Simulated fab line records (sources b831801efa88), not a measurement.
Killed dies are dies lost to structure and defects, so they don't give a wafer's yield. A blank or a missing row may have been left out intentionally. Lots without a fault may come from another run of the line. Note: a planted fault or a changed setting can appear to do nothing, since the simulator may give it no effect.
fab line records	flow sky130	part 1 of 2: steps 1 to 28 of 40
record: lots: 5	wafers: 15	last_day: 49
route steps=708 shown VIA1@475 METAL2@483 VIA2@507
lots untouched by any fault: they come from a run of this same line in which no faults occurred
start_h: the number of hours between the record's first day and the start of the first shown wafer of the lot	wait_h: how many hours have passed since the lot's step before this one	" same as the row above	L1.1+2: several wafers, shown together as one row	- value missing, or start not given	* or withheld: withheld	< > ~ a bound
route shown NAME@n: a module of which the file shows steps, and the number in the route of the first	usual: mean/standard deviation of fault-free wafers	same: alike in all rows	chamber/n: place in a boat	sites: readings site by site	_std_site: standard deviation of those values	_edge_site: mean of outer sites minus mean of inner sites	radius_mm: for every site, how far away it sits from the centre of the wafer	mask NAME#n: copy n	behind: the most recent tool/chamber to have shaped the wafer	hold: why the lot went on hold/how many hours it stayed there/how the hold came to an end	device: whichever transistor did not switch (one of n, p or np)	end of line: the route-end tests of the same wafers	for a step that has no rows: nothing shown but its recipe	killed: at the first sort, the dies lost to defects and structure; wafer yield is something else	map: shows each die of a wafer: x if killed, . if not, _ if none is there
set.NAME: setting as actually run; set.NAME@STEP: the setting as run at that earlier step	model.NAME: the simulator's own value behind a step, which no gauge read
lots at selected steps of the route; one table per step, one row per wafer
services: a tool's chamber out of use, with start hour (start_h, from the record's first day; less than 0 if before it), hours out, and reason
== steps ==
step: SKY_VIA1_STRIP_17
recipe: chemistry: post_etch_residue_remover	time_s: 1200	temp_c: 72.5
usual: bath_guard_temp_C: 72.7/0.58
same: time_s: 1200
lot.wafer	tool	chamber	start_h	wait_h	bath_guard_temp_C
L079.3	wet_bench-01	1	827.35	0.0	73.1
L079.4	"	1	"	"	72.5
L079.5	"	1	"	"	72.6
L082.3	wet_bench-01	0	855.04	0.0	73.0
L082.4	"	0	"	"	73.3
L082.6	"	0	"	"	73.0
L086.3	wet_bench-02	3	883.44	0.0	72.1
L086.4	"	3	"	"	72.0
L086.5	"	3	"	"	72.5
L090.3	wet_bench-02	2	913.94	0.0	72.3
L090.4	"	2	"	"	72.5
L090.5	"	2	"	"	72.5
L094.3	wet_bench-01	2	941.05	0.0	72.3
L094.4	"	2	"	"	72.6
L094.5	"	2	"	"	72.4
step: SKY_VIA1_CLEAN_18
recipe: chemistry: IPA	time_s: 180	temp_c: 25
same: time_s: 180
lot.wafer	tool	chamber	start_h	wait_h
L079.3+4+5	wet_bench-02	3	827.69	0.0
L082.3+4+6	wet_bench-02	0	855.38	0.0
L086.3+4+5	wet_bench-01	0	883.78	0.0
L090.3+4+5	wet_bench-03	1	914.31	0.0
L094.3+4+5	wet_bench-02	2	941.39	0.0
step: SKY_VIA1_CLEAN_19
recipe: chemistry: O3/DIW	dry: n2_spin
lot.wafer	tool	chamber	start_h	wait_h
L079.3+4+5	wet_bench-01	3	827.75	0.0
L082.3+4+6	wet_bench-01	3	855.44	0.0
L086.3+4+5	wet_bench-03	0	883.85	0.0
L090.3+4+5	wet_bench-01	0	914.37	0.0
L094.3+4+5	wet_bench-03	1	941.51	0.0
step: SKY_VIA1_SPUTTER_20
recipe: material: TiN	target_thk_nm: 20	chamber_pressure_pa: 5	power_w: 4000	time_s: 80
usual: throttle_valve_pct: 30.0/1
same: time_s: 80
lot.wafer	tool	chamber	start_h	wait_h	throttle_valve_pct
L079.3	pvd_sputter-04	-	827.84	0.0	29.2
L079.4	"	-	"	"	31.0
L079.5	"	-	"	"	27.9
L082.3	pvd_sputter-04	-	855.53	0.0	28.9
L082.4	"	-	"	"	27.9
L082.6	"	-	"	"	29.0
L086.3	pvd_sputter-02	-	883.94	0.0	30.5
L086.4	"	-	"	"	29.2
L086.5	"	-	"	"	30.7
L090.3	pvd_sputter-04	-	914.47	0.0	31.2
L090.4	"	-	"	"	31.0
L090.5	"	-	"	"	31.0
L094.3	pvd_sputter-04	-	941.61	0.0	28.7
L094.4	"	-	"	"	31.2
L094.5	"	-	"	"	30.6
step: SKY_VIA1_CVD_21
recipe: material: W	target_thk_nm: 270	time_s: 80.902	temp_c: 400	pressure_torr: 40
usual: heater_power_w: 874/45
same: time_s: 80.902
lot.wafer	tool	chamber	start_h	wait_h	heater_power_w
L079.3	cvd_w-02	0	827.93	0.1	921
L079.4	"	1	"	"	830
L079.5	"	1	"	"	825
L082.3	cvd_w-02	1	855.62	0.1	826
L082.4	"	0	"	"	915
L082.6	"	1	"	"	842
L086.3	cvd_w-02	1	884.03	0.1	821
L086.4	"	0	"	"	921
L086.5	"	0	"	"	925
L090.3	cvd_w-01	1	914.57	0.1	901
L090.4	"	0	"	"	905
L090.5	"	0	"	"	892
L094.3	cvd_w-02	1	941.70	0.1	776
L094.4	"	0	"	"	877
L094.5	"	0	"	"	873
step: SKY_VIA1_RS_MEAS_22
recipe: thk_meas_gauge: four-point-probe	reads: W_of_VIA1_CVD_21+TiN_of_VIA1_SPUTTER_20
usual: VIA1_W_RS: 0.426/0.0051
lot.wafer	tool	chamber	start_h	wait_h	VIA1_W_RS[ohm/sq]
L079.3	film_metro-01	-	828.03	0.1	0.423
L079.4	"	-	"	"	0.423
L079.5	"	-	"	"	0.423
L082.3	film_metro-04	-	855.72	0.1	0.428
L082.4	"	-	"	"	0.431
L082.6	"	-	"	"	0.428
L086.3	film_metro-01	-	884.13	0.1	0.420
L086.4	"	-	"	"	0.434
L086.5	"	-	"	"	0.433
L090.3	film_metro-01	-	914.67	0.1	0.422
L090.4	"	-	"	"	0.434
L090.5	"	-	"	"	0.433
L094.3	film_metro-01	-	941.80	0.1	0.421
L094.4	"	-	"	"	0.425
L094.5	"	-	"	"	0.427
step: SKY_VIA1_THK_MEAS_23
recipe: thk_meas_gauge: xrf	reads: W_of_VIA1_CVD_21
usual: VIA1_W_THK: 279/4
lot.wafer	tool	chamber	start_h	wait_h	VIA1_W_THK[nm]
L079.3	film_metro-01	-	828.13	0.1	280
L079.4	"	-	"	"	283
L079.5	"	-	"	"	283
L082.3	film_metro-04	-	855.82	0.1	276
L082.4	"	-	"	"	274
L082.6	"	-	"	"	276
L086.3	film_metro-01	-	884.23	0.1	282
L086.4	"	-	"	"	274
L086.5	"	-	"	"	276
L090.3	film_metro-01	-	914.77	0.1	281
L090.4	"	-	"	"	275
L090.5	"	-	"	"	274
L094.3	film_metro-01	-	941.90	0.1	278
L094.4	"	-	"	"	276
L094.5	"	-	"	"	275
step: SKY_VIA1_CMP_24
recipe: stop_on: SiO2	t_overpolish_s: 15	down_force_psi: 3.5	platen_rpm: 60	target_thk_nm: 0	pad_velocity_m_s: 0.94248
usual: motor_current_A: 10.8/0.62	overpolish_run_s: 15.000/0.0089	time_to_endpoint_s: 65.2/2.2
same: t_overpolish_s: 15
lot.wafer	tool	chamber	start_h	wait_h	motor_current_A	overpolish_run_s	time_to_endpoint_s
L079.4	cmp-02	3	828.22	0.1	10.5	14.993	65.6
L079.3	"	1	"	"	11.8	15.010	64.4
L079.5	"	3	"	"	10.2	14.979	63.9
L082.3	cmp-02	0	855.91	0.1	11.1	15.006	64.6
L082.4	"	1	"	"	11.1	14.985	64.3
L082.6	"	0	"	"	11.2	15.006	68.5
L086.3	cmp-01	1	884.27	0.0	11.1	15.014	62.5
L086.4	"	3	"	"	9.3	14.992	64.6
L086.5	"	2	"	"	10.6	14.997	62.3
L090.3	cmp-02	0	914.96	0.2	11.2	15.004	66.1
L090.4	"	1	"	"	11.1	14.994	62.8
L090.5	"	3	"	"	10.5	15.000	64.5
L094.4	cmp-02	2	941.99	0.1	10.2	15.004	64.0
L094.3	"	0	"	"	10.8	14.997	64.6
L094.5	"	2	"	"	10.0	15.000	62.9
step: SKY_METAL2_SPUTTER_00
recipe: material: Ti	target_thk_nm: 15	power_w: 3000	time_s: 10	chamber_pressure_pa: 0.4
usual: throttle_valve_pct: 30.1/0.83
same: time_s: 10
lot.wafer	tool	chamber	start_h	wait_h	throttle_valve_pct
L079.3	pvd_sputter-02	-	828.47	0.1	30.6
L079.4	"	-	"	"	30.2
L079.5	"	-	"	"	30.6
L082.3	pvd_sputter-02	-	856.16	0.2	29.0
L082.4	"	-	"	"	30.3
L082.6	"	-	"	"	30.5
L086.3	pvd_sputter-01	-	884.57	0.2	30.2
L086.4	"	-	"	"	30.5
L086.5	"	-	"	"	30.6
L090.3	pvd_sputter-01	-	915.21	0.2	30.4
L090.4	"	-	"	"	29.9
L090.5	"	-	"	"	30.7
L094.3	pvd_sputter-03	-	942.24	0.1	31.6
L094.4	"	-	"	"	28.9
L094.5	"	-	"	"	31.5
step: SKY_METAL2_SPUTTER_01
recipe: material: TiN	target_thk_nm: 20	power_w: 6500	time_s: 16.7	chamber_pressure_pa: 0.4
usual: throttle_valve_pct: 30.1/0.82
same: time_s: 16.7
lot.wafer	tool	chamber	start_h	wait_h	throttle_valve_pct
L079.3	pvd_sputter-02	-	828.49	0.0	30.7
L079.4	"	-	"	"	30.6
L079.5	"	-	"	"	30.6
L082.3	pvd_sputter-02	-	856.19	0.0	29.1
L082.4	"	-	"	"	30.5
L082.6	"	-	"	"	30.4
L086.3	pvd_sputter-01	-	884.59	0.0	30.3
L086.4	"	-	"	"	30.4
L086.5	"	-	"	"	30.4
L090.3	pvd_sputter-01	-	915.23	0.0	30.3
L090.4	"	-	"	"	30.2
L090.5	"	-	"	"	30.5
L094.3	pvd_sputter-03	-	942.26	0.0	31.6
L094.4	"	-	"	"	28.6
L094.5	"	-	"	"	31.4
step: SKY_METAL2_SPUTTER_02
recipe: material: AlCu	target_thk_nm: 250	power_w: 10600	time_s: 13.3	chamber_pressure_pa: 0.4
usual: throttle_valve_pct: 30.1/0.81
same: time_s: 13.3
lot.wafer	tool	chamber	start_h	wait_h	throttle_valve_pct
L079.3	pvd_sputter-02	-	828.52	0.0	30.2
L079.4	"	-	"	"	30.3
L079.5	"	-	"	"	30.4
L082.3	pvd_sputter-02	-	856.21	0.0	28.8
L082.4	"	-	"	"	30.4
L082.6	"	-	"	"	30.4
L086.3	pvd_sputter-01	-	884.62	0.0	30.2
L086.4	"	-	"	"	30.8
L086.5	"	-	"	"	30.3
L090.3	pvd_sputter-01	-	915.26	0.0	30.5
L090.4	"	-	"	"	30.1
L090.5	"	-	"	"	30.8
L094.3	pvd_sputter-03	-	942.29	0.0	31.4
L094.4	"	-	"	"	28.9
L094.5	"	-	"	"	31.4
step: SKY_METAL2_SPUTTER_03
recipe: material: Ti	target_thk_nm: 5	power_w: 3000	time_s: 3.3	chamber_pressure_pa: 0.4
usual: throttle_valve_pct: 30.1/0.82
same: time_s: 3.3
lot.wafer	tool	chamber	start_h	wait_h	throttle_valve_pct
L079.3	pvd_sputter-02	-	828.54	0.0	30.4
L079.4	"	-	"	"	30.4
L079.5	"	-	"	"	30.6
L082.3	pvd_sputter-02	-	856.24	0.0	29.1
L082.4	"	-	"	"	30.4
L082.6	"	-	"	"	30.4
L086.3	pvd_sputter-01	-	884.64	0.0	30.2
L086.4	"	-	"	"	30.3
L086.5	"	-	"	"	30.6
L090.3	pvd_sputter-01	-	915.28	0.0	30.5
L090.4	"	-	"	"	30.5
L090.5	"	-	"	"	30.6
L094.3	pvd_sputter-03	-	942.31	0.0	31.4
L094.4	"	-	"	"	28.7
L094.5	"	-	"	"	31.4
step: SKY_METAL2_SPUTTER_04
recipe: material: TiN	target_thk_nm: 70	power_w: 6500	time_s: 58.3	chamber_pressure_pa: 0.4
usual: throttle_valve_pct: 30.1/0.84
same: time_s: 58.3
lot.wafer	tool	chamber	start_h	wait_h	throttle_valve_pct
L079.3	pvd_sputter-02	-	828.56	0.0	30.5
L079.4	"	-	"	"	30.4
L079.5	"	-	"	"	30.7
L082.3	pvd_sputter-02	-	856.25	0.0	29.0
L082.4	"	-	"	"	30.4
L082.6	"	-	"	"	30.4
L086.3	pvd_sputter-01	-	884.66	0.0	30.3
L086.4	"	-	"	"	30.2
L086.5	"	-	"	"	30.5
L090.3	pvd_sputter-01	-	915.30	0.0	30.5
L090.4	"	-	"	"	30.3
L090.5	"	-	"	"	30.8
L094.3	pvd_sputter-03	-	942.33	0.0	31.4
L094.4	"	-	"	"	29.0
L094.5	"	-	"	"	31.5
step: SKY_METAL2_RS_MEAS_05
recipe: thk_meas_gauge: four-point-probe	reads: TiN_of_METAL2_SPUTTER_04+Ti_of_METAL2_SPUTTER_03+AlCu_of_METAL2_SPUTTER_02+TiN_of_METAL2_SPUTTER_01+Ti_of_METAL2_SPUTTER_00
usual: METAL2_ALCU_RS: 0.1270/0.0014
lot.wafer	tool	chamber	start_h	wait_h	METAL2_ALCU_RS[ohm/sq]
L079.3	film_metro-01	-	828.65	0.1	0.1266
L079.4	"	-	"	"	0.1265
L079.5	"	-	"	"	0.1271
L082.3	film_metro-03	-	856.34	0.1	0.1262
L082.4	"	-	"	"	0.1263
L082.6	"	-	"	"	0.1275
L086.3	film_metro-03	-	884.81	0.1	0.1262
L086.4	"	-	"	"	0.1275
L086.5	"	-	"	"	0.1274
L090.3	film_metro-01	-	915.39	0.1	0.1268
L090.4	"	-	"	"	0.1256
L090.5	"	-	"	"	0.1271
L094.3	film_metro-02	-	942.42	0.1	0.1252
L094.4	"	-	"	"	0.1253
L094.5	"	-	"	"	0.1264
step: SKY_METAL2_THK_MEAS_06
recipe: thk_meas_gauge: xrf	reads: AlCu_of_METAL2_SPUTTER_02
usual: METAL2_ALCU_THK: 247/3.1
lot.wafer	tool	chamber	start_h	wait_h	METAL2_ALCU_THK[nm]
L079.3	film_metro-01	-	828.75	0.1	248
L079.4	"	-	"	"	247
L079.5	"	-	"	"	249
L082.3	film_metro-03	-	856.44	0.1	248
L082.4	"	-	"	"	249
L082.6	"	-	"	"	244
L086.3	film_metro-03	-	884.91	0.1	251
L086.4	"	-	"	"	246
L086.5	"	-	"	"	248
L090.3	film_metro-01	-	915.49	0.1	247
L090.4	"	-	"	"	251
L090.5	"	-	"	"	250
L094.3	film_metro-02	-	942.52	0.1	247
L094.4	"	-	"	"	249
L094.5	"	-	"	"	248
step: SKY_METAL2_DEHYDRATE_07
recipe: temp_c: 200	time_s: 60
same: time_s: 60
lot.wafer	tool	chamber	start_h	wait_h
L079.3+4+5	litho_track-03	0	841.64	12.9
L082.3+4+6	litho_track-02	0	869.15	12.7
L086.3+4+5	litho_track-03	0	896.79	11.9
L090.3+4+5	litho_track-01	0	927.64	12.1
L094.3+4+5	litho_track-03	0	954.54	12.0
step: SKY_METAL2_HMDS_08
recipe: prime_time_s: 60	prime_temp_c: 120
usual: prime_temp_c: 120.03/0.13
lot.wafer	tool	chamber	start_h	wait_h	prime_temp_c
L079.3	litho_track-03	0	841.79	0.1	119.95
L079.4	"	0	"	"	120.01
L079.5	"	0	"	"	119.98
L082.3	litho_track-02	0	869.30	0.1	120.00
L082.4	"	0	"	"	120.08
L082.6	"	0	"	"	120.10
L086.3	litho_track-03	0	896.94	0.1	120.30
L086.4	"	0	"	"	120.14
L086.5	"	0	"	"	120.05
L090.3	litho_track-01	0	927.79	0.1	120.26
L090.4	"	0	"	"	120.16
L090.5	"	0	"	"	120.09
L094.3	litho_track-03	0	954.69	0.1	119.98
L094.4	"	0	"	"	120.13
L094.5	"	0	"	"	120.41
step: SKY_METAL2_COAT_09
recipe: resist: BARC	temp_c: withheld	time_s: withheld	spin_rpm: 3000	resist_thk_nm: 60
lot.wafer	tool	chamber	start_h	wait_h
L079.3+4+5	litho_track-03	0	841.94	0.1
L082.3+4+6	litho_track-02	0	869.45	0.1
L086.3+4+5	litho_track-03	0	897.09	0.1
L090.3+4+5	litho_track-01	0	927.94	0.1
L094.3+4+5	litho_track-03	0	954.84	0.1
step: SKY_METAL2_COAT_10
recipe: resist: KrF-thick	spin_rpm: 3000	resist_thk_nm: 450
lot.wafer	tool	chamber	start_h	wait_h
L079.3+4+5	litho_track-03	0	-	-
L082.3+4+6	litho_track-02	0	-	-
L086.3+4+5	litho_track-03	0	-	-
L090.3+4+5	litho_track-01	0	-	-
L094.3+4+5	litho_track-03	0	-	-
step: SKY_METAL2_SOFTBAKE_11
recipe: temp_c: 100	time_s: 90	resist: KrF-thick
same: time_s: 90
lot.wafer	tool	chamber	start_h	wait_h
L079.3+4+5	litho_track-03	0	-	-
L082.3+4+6	litho_track-02	0	-	-
L086.3+4+5	litho_track-03	0	-	-
L090.3+4+5	litho_track-01	0	-	-
L094.3+4+5	litho_track-03	0	-	-
step: SKY_METAL2_EXPOSE_12
recipe: mask_id: MM2	na: 0.8	source_shape: annular	sigma_inner: 0.55	sigma_outer: 0.85	target_cd_nm: 140	dose_mj: 28
usual: reticle_temp_C: 22.98/0.1
same: sigma_inner: 0.55
lot.wafer	tool	chamber	start_h	wait_h	mask	reticle_temp_C
L079.3	krf_scanner-01	0	-	-	MM2#0	22.97
L079.4	"	0	"	"	MM2#0	23.04
L079.5	"	0	"	"	MM2#0	23.06
L082.3	krf_scanner-02	0	-	-	MM2#0	22.94
L082.4	"	0	"	"	MM2#0	22.87
L082.6	"	0	"	"	MM2#0	23.05
L086.3	krf_scanner-02	0	-	-	MM2#0	22.91
L086.4	"	0	"	"	MM2#0	23.11
L086.5	"	0	"	"	MM2#0	22.95
L090.3	krf_scanner-01	0	-	-	MM2#0	23.06
L090.4	"	0	"	"	MM2#0	23.02
L090.5	"	0	"	"	MM2#0	22.76
L094.3	krf_scanner-02	0	-	-	MM2#0	22.74
L094.4	"	0	"	"	MM2#0	23.04
L094.5	"	0	"	"	MM2#0	23.00
step: SKY_METAL2_PEB_13
recipe: peb_temp_c: withheld	peb_time_s: withheld	resist: KrF-thick
lot.wafer	tool	chamber	start_h	wait_h
L079.3+4+5	litho_track-01	0	-	-
L082.3+4+6	litho_track-01	0	-	-
L086.3+4+5	litho_track-03	0	-	-
L090.3+4+5	litho_track-02	0	-	-
L094.3+4+5	litho_track-01	0	-	-
step: SKY_METAL2_DEVELOP_14
recipe: develop_time_s: 60	resist: KrF-thick	dev_temp_c: 21
lot.wafer	tool	chamber	start_h	wait_h
L079.3+4+5	litho_track-01	0	-	-
L082.3+4+6	litho_track-01	0	-	-
L086.3+4+5	litho_track-03	0	-	-
L090.3+4+5	litho_track-02	0	-	-
L094.3+4+5	litho_track-01	0	-	-
step: SKY_METAL2_CD_MEAS_15
recipe: target_cd_nm: 140
usual: cd_nm: 140.3/1.4
lot.wafer	tool	chamber	start_h	wait_h	cd_nm
L079.3	cd_sem-02	-	855.08	-	138.4
L079.4	"	-	"	"	139.4
L079.5	"	-	"	"	139.1
L082.3	cd_sem-02	-	882.53	-	140.4
L082.4	"	-	"	"	140.2
L082.6	"	-	"	"	141.0
L086.3	cd_sem-01	-	910.03	-	140.5
L086.4	"	-	"	"	140.6
L086.5	"	-	"	"	141.0
L090.3	cd_sem-02	-	939.59	-	139.9
L090.4	"	-	"	"	140.8
L090.5	"	-	"	"	143.0
L094.3	cd_sem-01	-	966.78	-	140.4
L094.4	"	-	"	"	139.2
L094.5	"	-	"	"	138.5
step: SKY_METAL2_OVL_MEAS_16
usual: METAL2_OVL: 1/5.4
lot.wafer	tool	chamber	start_h	wait_h	METAL2_OVL[nm]
L079.3	overlay-02	-	855.18	0.1	-6
L079.4	"	-	"	"	4
L079.5	"	-	"	"	2
L082.3	overlay-02	-	882.63	0.1	6
L082.4	"	-	"	"	8
L082.6	"	-	"	"	9
L086.3	overlay-01	-	910.13	0.1	2
L086.4	"	-	"	"	4
L086.5	"	-	"	"	1
L090.3	overlay-01	-	939.69	0.1	5
L090.4	"	-	"	"	-8
L090.5	"	-	"	"	-3
L094.3	overlay-02	-	966.88	0.1	0
L094.4	"	-	"	"	3
L094.5	"	-	"	"	1
step: SKY_METAL2_DESCUM_17
recipe: chemistry: O2	source_power_w: 150	bias_power_w: 0	pressure_mtorr: 10	temp_c: 40	time_s: 8
usual: drypump_motor_current_A: 6.0/0.5	oes_product_au: 1.002/0.0098
same: time_s: 8
lot.wafer	tool	chamber	start_h	wait_h	drypump_motor_current_A	oes_product_au
L079.3	rie_metal-02	0	855.21	0.0	5.0	1.003
L079.4	"	1	"	"	5.7	1.010
L079.5	"	1	"	"	5.7	0.999
L082.3	rie_metal-01	0	882.66	0.0	6.0	1.005
L082.4	"	1	"	"	6.4	1.016
L082.6	"	1	"	"	6.4	1.012
L086.3	rie_metal-01	0	910.16	0.0	6.0	1.004
L086.4	"	1	"	"	6.4	1.013
L086.5	"	1	"	"	6.4	1.011
L090.3	rie_metal-04	0	939.72	0.0	6.3	0.991
L090.4	"	1	"	"	6.5	1.009
L090.5	"	0	"	"	6.2	0.988
L094.3	rie_metal-04	0	966.91	0.0	6.2	0.992
L094.4	"	1	"	"	6.5	1.000
L094.5	"	1	"	"	6.5	1.000
step: SKY_METAL2_ETCH_18
recipe: chemistry: N2/H2	target: BARC	ion_energy_ev: 200	bias_w: 100	pressure_mtorr: 30	n2_flow_sccm: 100	h2_flow_sccm: 200	icp_w: 500	stop_on: SiO2	time_s: 45.9	target_depth_a: 600
usual: drypump_motor_current_A: 6.0/0.51	h2_flow_sccm: 200.0/0.65	oes_product_au: 0.855/0.0045	throttle_valve_pct: 13.225/0.009
same: time_s: 45.9
lot.wafer	tool	chamber	start_h	wait_h	drypump_motor_current_A	h2_flow_sccm	oes_product_au	throttle_valve_pct
L079.3	rie_metal-02	0	855.25	0.0	4.9	200.2	0.854	13.235
L079.4	"	1	"	"	5.7	199.2	0.853	13.226
L079.5	"	1	"	"	5.7	199.4	0.852	13.227
L082.3	rie_metal-01	0	882.70	0.0	6.0	199.1	0.851	13.230
L082.4	"	1	"	"	6.4	200.8	0.860	13.212
L082.6	"	1	"	"	6.4	200.1	0.843	13.237
L086.3	rie_metal-01	0	910.20	0.0	6.0	199.6	0.850	13.232
L086.4	"	1	"	"	6.4	199.3	0.853	13.230
L086.5	"	1	"	"	6.4	200.3	0.850	13.232
L090.3	rie_metal-04	0	939.76	0.0	6.3	200.5	0.863	13.226
L090.4	"	1	"	"	6.5	200.2	0.854	13.227
L090.5	"	0	"	"	6.3	200.0	0.865	13.223
L094.3	rie_metal-04	0	966.95	0.0	6.3	200.4	0.855	13.227
L094.4	"	1	"	"	6.5	200.3	0.848	13.230
L094.5	"	1	"	"	6.5	201.0	0.841	13.233
step: SKY_METAL2_METAL_ETCH_19
recipe: target_depth_a: 3600	stop_on: SiO2	over_etch_frac: 0.3	time_s: 78	chemistry: Cl2/BCl3	resist_sidewall_deg: 88	pressure_mtorr: 10	icp_w: 900	bias_w: 48.5	Cl2_flow_sccm: 60	bcl3_flow_sccm: 30
usual: drypump_motor_current_A: 6.0/0.5	oes_product_au: 0.854/0.0058	throttle_valve_pct: 22.263/0.0096
same: time_s: 78
lot.wafer	tool	chamber	start_h	wait_h	drypump_motor_current_A	oes_product_au	throttle_valve_pct
L079.3	rie_metal-02	0	855.32	0.1	5.0	0.853	22.251
L079.4	"	1	"	"	5.7	0.854	22.261
L079.5	"	1	"	"	5.7	0.855	22.268
L082.3	rie_metal-01	0	882.77	0.1	6.0	0.855	22.260
L082.4	"	1	"	"	6.4	0.861	22.267
L082.6	"	1	"	"	6.4	0.849	22.272
L086.3	rie_metal-01	0	910.27	0.1	6.0	0.856	22.264
L086.4	"	1	"	"	6.4	0.847	22.265
L086.5	"	1	"	"	6.4	0.852	22.257
L090.3	rie_metal-04	0	939.83	0.1	6.3	0.850	22.274
L090.4	"	1	"	"	6.5	0.851	22.261
L090.5	"	0	"	"	6.3	0.853	22.255
L094.3	rie_metal-04	0	967.02	0.1	6.2	0.850	22.261
L094.4	"	1	"	"	6.5	0.848	22.257
L094.5	"	1	"	"	6.5	0.841	22.264
